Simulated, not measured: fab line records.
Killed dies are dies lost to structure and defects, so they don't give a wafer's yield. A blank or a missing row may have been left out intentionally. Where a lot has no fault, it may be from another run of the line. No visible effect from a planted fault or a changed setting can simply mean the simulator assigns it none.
Which tool is to blame? || flow gf180mcu || 14 lots with 42 wafers sampled at 3 steps, on a route of 602 steps

== WHAT EACH GAUGE READ, for each wafer ==
No reading from a measuring or inspecting step in the record can be judged against a usual standard deviation.

== EACH LOT AND THE TOOL THAT RAN IT (in order: tool; ch and the chambers of the sampled wafers; start) ==
{"lot": "L898", "GF_V3_STRIP_18": "plasma_asher-04 ch 0,1, day 22 14:55", "GF_V4_STRIP_18": "plasma_asher-01 ch 0,1, day 24 15:43", "GF_V4_CVD_23": "cvd_w-01 ch 0,1, day 24 16:20"}
{"lot": "L899", "GF_V3_STRIP_18": "plasma_asher-04 ch 0,1, day 22 23:46", "GF_V4_STRIP_18": "plasma_asher-03 ch 0,1, day 24 23:01", "GF_V4_CVD_23": "cvd_w-02 ch 0,1, day 24 23:38"}
{"lot": "L901", "GF_V3_STRIP_18": "plasma_asher-04 ch 0,1, day 23 21:31", "GF_V4_STRIP_18": "plasma_asher-02 ch 0,1, day 25 19:46", "GF_V4_CVD_23": "cvd_w-01 ch 0,1, day 25 20:45"}
{"lot": "L902", "GF_V3_STRIP_18": "plasma_asher-04 ch 0,1, day 24 08:15", "GF_V4_STRIP_18": "plasma_asher-01 ch 0,1, day 26 05:12", "GF_V4_CVD_23": "cvd_w-01 ch 0,1, day 26 05:50"}
{"lot": "L907", "GF_V3_STRIP_18": "plasma_asher-03 ch 0, day 26 01:04", "GF_V4_STRIP_18": "plasma_asher-03 ch 0,1, day 27 19:49", "GF_V4_CVD_23": "cvd_w-01 ch 0, day 27 20:28"}
{"lot": "L909", "GF_V3_STRIP_18": "plasma_asher-04 ch 0,1, day 26 18:03", "GF_V4_STRIP_18": "plasma_asher-02 ch 0,1, day 28 13:24", "GF_V4_CVD_23": "cvd_w-02 ch 0,1, day 28 14:02"}
{"lot": "L910", "GF_V3_STRIP_18": "plasma_asher-04 ch 0,1, day 27 05:07", "GF_V4_STRIP_18": "plasma_asher-02 ch 0,1, day 28 23:13", "GF_V4_CVD_23": "cvd_w-01 ch 1, day 28 23:53"}
{"lot": "L911", "GF_V3_STRIP_18": "plasma_asher-04 ch 0,1, day 27 11:51", "GF_V4_STRIP_18": "plasma_asher-01 ch 0,1, day 29 05:13", "GF_V4_CVD_23": "cvd_w-01 ch 0,1, day 29 05:52"}
{"lot": "L915", "GF_V3_STRIP_18": "plasma_asher-02 ch 1, day 28 14:25", "GF_V4_STRIP_18": "plasma_asher-01 ch 1, day 30 06:43", "GF_V4_CVD_23": "cvd_w-01 ch 0,1, day 30 07:21"}
{"lot": "L917", "GF_V3_STRIP_18": "plasma_asher-03 ch 0,1, day 28 20:55", "GF_V4_STRIP_18": "plasma_asher-01 ch 0,1, day 30 13:10", "GF_V4_CVD_23": "cvd_w-01 ch 0,1, day 30 13:47"}
{"lot": "L916", "GF_V3_STRIP_18": "plasma_asher-02 ch 0,1, day 28 22:01", "GF_V4_STRIP_18": "plasma_asher-03 ch 0,1, day 30 14:33", "GF_V4_CVD_23": "cvd_w-02 ch 0,1, day 30 15:12"}
{"lot": "L918", "GF_V3_STRIP_18": "plasma_asher-04 ch 0,1, day 29 05:25", "GF_V4_STRIP_18": "plasma_asher-03 ch 0,1, day 30 21:43", "GF_V4_CVD_23": "cvd_w-01 ch 0,1, day 30 22:21"}
{"lot": "L919", "GF_V3_STRIP_18": "plasma_asher-02 ch 0,1, day 29 07:16", "GF_V4_STRIP_18": "plasma_asher-03 ch 0, day 31 00:13", "GF_V4_CVD_23": "cvd_w-01 ch 0,1, day 31 00:51"}
{"lot": "L920", "GF_V3_STRIP_18": "plasma_asher-04 ch 0,1, day 29 15:24", "GF_V4_STRIP_18": "plasma_asher-03 ch 0,1, day 31 06:30", "GF_V4_CVD_23": "cvd_w-01 ch 0,1, day 31 07:29"}
- GF_V3_STRIP_18: strips in O2/N2.
- GF_V4_STRIP_18: strips in O2/N2.
- GF_V4_CVD_23: deposits W, target thk 350 nm, time 104.9 s.

== AS READ BY THE TOOLS THEMSELVES (means over the sampled wafers that have a number; for cases with no such wafer, the mark the record gives instead) ==
GF_V3_STRIP_18.
{"lot": "L898", "tool": "plasma_asher-04", "chamber_pressure_mTorr (mTorr)": 1499.9, "drypump_motor_current_A (A)": 6.0, "heater_power_w (W)": 315, "oes_product_au (a.u.)": 0.593}
{"lot": "L899", "tool": "plasma_asher-04", "chamber_pressure_mTorr (mTorr)": 1499.9, "drypump_motor_current_A (A)": 6.0, "heater_power_w (W)": 317, "oes_product_au (a.u.)": 0.596}
{"lot": "L901", "tool": "plasma_asher-04", "chamber_pressure_mTorr (mTorr)": 1500.7, "drypump_motor_current_A (A)": 6.0, "heater_power_w (W)": 311, "oes_product_au (a.u.)": 0.595}
{"lot": "L902", "tool": "plasma_asher-04", "chamber_pressure_mTorr (mTorr)": 1499.7, "drypump_motor_current_A (A)": 5.5, "heater_power_w (W)": 293, "oes_product_au (a.u.)": 0.593}
{"lot": "L907", "tool": "plasma_asher-03", "chamber_pressure_mTorr (mTorr)": 1500.2, "drypump_motor_current_A (A)": 4.9, "heater_power_w (W)": 333, "oes_product_au (a.u.)": 0.589}
{"lot": "L909", "tool": "plasma_asher-04", "chamber_pressure_mTorr (mTorr)": 1499.9, "drypump_motor_current_A (A)": 6.0, "heater_power_w (W)": 319, "oes_product_au (a.u.)": 0.583}
{"lot": "L910", "tool": "plasma_asher-04", "chamber_pressure_mTorr (mTorr)": 1500.8, "drypump_motor_current_A (A)": 5.5, "heater_power_w (W)": 301, "oes_product_au (a.u.)": 0.587}
{"lot": "L911", "tool": "plasma_asher-04", "chamber_pressure_mTorr (mTorr)": 1500.3, "drypump_motor_current_A (A)": 5.5, "heater_power_w (W)": 298, "oes_product_au (a.u.)": 0.589}
{"lot": "L915", "tool": "plasma_asher-02", "chamber_pressure_mTorr (mTorr)": 1501.0, "drypump_motor_current_A (A)": 5.1, "heater_power_w (W)": 309, "oes_product_au (a.u.)": 0.594}
{"lot": "L917", "tool": "plasma_asher-03", "chamber_pressure_mTorr (mTorr)": 1500.8, "drypump_motor_current_A (A)": 5.0, "heater_power_w (W)": 355, "oes_product_au (a.u.)": 0.589}
{"lot": "L916", "tool": "plasma_asher-02", "chamber_pressure_mTorr (mTorr)": 1501.3, "drypump_motor_current_A (A)": 5.3, "heater_power_w (W)": 319, "oes_product_au (a.u.)": 0.588}
{"lot": "L918", "tool": "plasma_asher-04", "chamber_pressure_mTorr (mTorr)": 1499.6, "drypump_motor_current_A (A)": 6.0, "heater_power_w (W)": 319, "oes_product_au (a.u.)": 0.599}
{"lot": "L919", "tool": "plasma_asher-02", "chamber_pressure_mTorr (mTorr)": 1501.5, "drypump_motor_current_A (A)": 5.5, "heater_power_w (W)": 325, "oes_product_au (a.u.)": 0.594}
{"lot": "L920", "tool": "plasma_asher-04", "chamber_pressure_mTorr (mTorr)": 1501.0, "drypump_motor_current_A (A)": 6.0, "heater_power_w (W)": 318, "oes_product_au (a.u.)": 0.597}

GF_V4_STRIP_18.
{"lot": "L898", "tool": "plasma_asher-01", "chamber_pressure_mTorr (mTorr)": 1499.5, "drypump_motor_current_A (A)": 5.7, "heater_power_w (W)": 343, "oes_product_au (a.u.)": 0.593}
{"lot": "L899", "tool": "plasma_asher-03", "chamber_pressure_mTorr (mTorr)": 1500.7, "drypump_motor_current_A (A)": 5.1, "heater_power_w (W)": 372, "oes_product_au (a.u.)": 0.589}
{"lot": "L901", "tool": "plasma_asher-02", "chamber_pressure_mTorr (mTorr)": 1500.0, "drypump_motor_current_A (A)": 5.5, "heater_power_w (W)": 330, "oes_product_au (a.u.)": 0.590}
{"lot": "L902", "tool": "plasma_asher-01", "chamber_pressure_mTorr (mTorr)": 1499.7, "drypump_motor_current_A (A)": 5.7, "heater_power_w (W)": 346, "oes_product_au (a.u.)": 0.585}
{"lot": "L907", "tool": "plasma_asher-03", "chamber_pressure_mTorr (mTorr)": 1499.8, "drypump_motor_current_A (A)": 5.0, "heater_power_w (W)": 351, "oes_product_au (a.u.)": 0.593}
{"lot": "L909", "tool": "plasma_asher-02", "chamber_pressure_mTorr (mTorr)": 1499.9, "drypump_motor_current_A (A)": 5.5, "heater_power_w (W)": 324, "oes_product_au (a.u.)": 0.586}
{"lot": "L910", "tool": "plasma_asher-02", "chamber_pressure_mTorr (mTorr)": "-", "drypump_motor_current_A (A)": "-", "heater_power_w (W)": "-", "oes_product_au (a.u.)": "-"}
{"lot": "L911", "tool": "plasma_asher-01", "chamber_pressure_mTorr (mTorr)": "-", "drypump_motor_current_A (A)": "-", "heater_power_w (W)": "-", "oes_product_au (a.u.)": "-"}
{"lot": "L915", "tool": "plasma_asher-01", "chamber_pressure_mTorr (mTorr)": 1498.9, "drypump_motor_current_A (A)": 6.1, "heater_power_w (W)": 354, "oes_product_au (a.u.)": 0.594}
{"lot": "L917", "tool": "plasma_asher-01", "chamber_pressure_mTorr (mTorr)": 1499.8, "drypump_motor_current_A (A)": 5.3, "heater_power_w (W)": 343, "oes_product_au (a.u.)": 0.593}
{"lot": "L916", "tool": "plasma_asher-03", "chamber_pressure_mTorr (mTorr)": 1499.9, "drypump_motor_current_A (A)": 5.0, "heater_power_w (W)": 357, "oes_product_au (a.u.)": 0.590}
{"lot": "L918", "tool": "plasma_asher-03", "chamber_pressure_mTorr (mTorr)": 1498.9, "drypump_motor_current_A (A)": 5.1, "heater_power_w (W)": 374, "oes_product_au (a.u.)": 0.594}
{"lot": "L919", "tool": "plasma_asher-03", "chamber_pressure_mTorr (mTorr)": 1498.9, "drypump_motor_current_A (A)": 5.0, "heater_power_w (W)": 333, "oes_product_au (a.u.)": 0.591}
{"lot": "L920", "tool": "plasma_asher-03", "chamber_pressure_mTorr (mTorr)": 1500.7, "drypump_motor_current_A (A)": 5.0, "heater_power_w (W)": 352, "oes_product_au (a.u.)": 0.594}

GF_V4_CVD_23.
{"lot": "L898", "tool": "cvd_w-01", "heater_power_w (W)": 910, "susceptor_temp_C (C)": 400.06}
{"lot": "L899", "tool": "cvd_w-02", "heater_power_w (W)": 708, "susceptor_temp_C (C)": 400.18}
{"lot": "L901", "tool": "cvd_w-01", "heater_power_w (W)": 885, "susceptor_temp_C (C)": 400.10}
{"lot": "L902", "tool": "cvd_w-01", "heater_power_w (W)": 878, "susceptor_temp_C (C)": 399.89}
{"lot": "L907", "tool": "cvd_w-01", "heater_power_w (W)": 848, "susceptor_temp_C (C)": 399.81}
{"lot": "L909", "tool": "cvd_w-02", "heater_power_w (W)": 743, "susceptor_temp_C (C)": 399.90}
{"lot": "L910", "tool": "cvd_w-01", "heater_power_w (W)": 953, "susceptor_temp_C (C)": 400.28}
{"lot": "L911", "tool": "cvd_w-01", "heater_power_w (W)": 890, "susceptor_temp_C (C)": 400.08}
{"lot": "L915", "tool": "cvd_w-01", "heater_power_w (W)": 917, "susceptor_temp_C (C)": 399.95}
{"lot": "L917", "tool": "cvd_w-01", "heater_power_w (W)": 897, "susceptor_temp_C (C)": 400.03}
{"lot": "L916", "tool": "cvd_w-02", "heater_power_w (W)": 746, "susceptor_temp_C (C)": 399.97}
{"lot": "L918", "tool": "cvd_w-01", "heater_power_w (W)": 885, "susceptor_temp_C (C)": 399.96}
{"lot": "L919", "tool": "cvd_w-01", "heater_power_w (W)": 873, "susceptor_temp_C (C)": 399.74}
{"lot": "L920", "tool": "cvd_w-01", "heater_power_w (W)": 927, "susceptor_temp_C (C)": 400.24}

== THE ANSWER, worked out from the rows above alone ==
Rule: usual is defined by the lots themselves. Put in order of their means at a reading, lots are off if they are a third of the lots or fewer, leave a main group of 4 or more, and stand apart from it by a gap of 3 or more times the standard deviation of the main group's means; of several such gaps the widest counts. If all means in a main group match to the digits the tables above print for the reading, that group is not used. Also off: a lot with no number at a reading for which 4 or more lots have one. The other lots that the step has rows for count as sound. Order of review: gauges by route order, followed by the tools' own readings, for which a lot's mean as printed above is used. At the first step where some lot is off, the reading lying furthest off is the one used; lots without a number count as furthest.
Off, at GF_V4_STRIP_18 on chamber_pressure_mTorr: L910, L911. Without a number there: L910, L911. Mean 1499.7 mTorr and standard deviation 0.59 in the main group.
If a tool, at that step or one of the process steps before it, ran each lot that is off and ran no sound lot following the first of them, it fits. No candidate that was tried fits.

== WHAT THE SIMULATOR PUT IN ==
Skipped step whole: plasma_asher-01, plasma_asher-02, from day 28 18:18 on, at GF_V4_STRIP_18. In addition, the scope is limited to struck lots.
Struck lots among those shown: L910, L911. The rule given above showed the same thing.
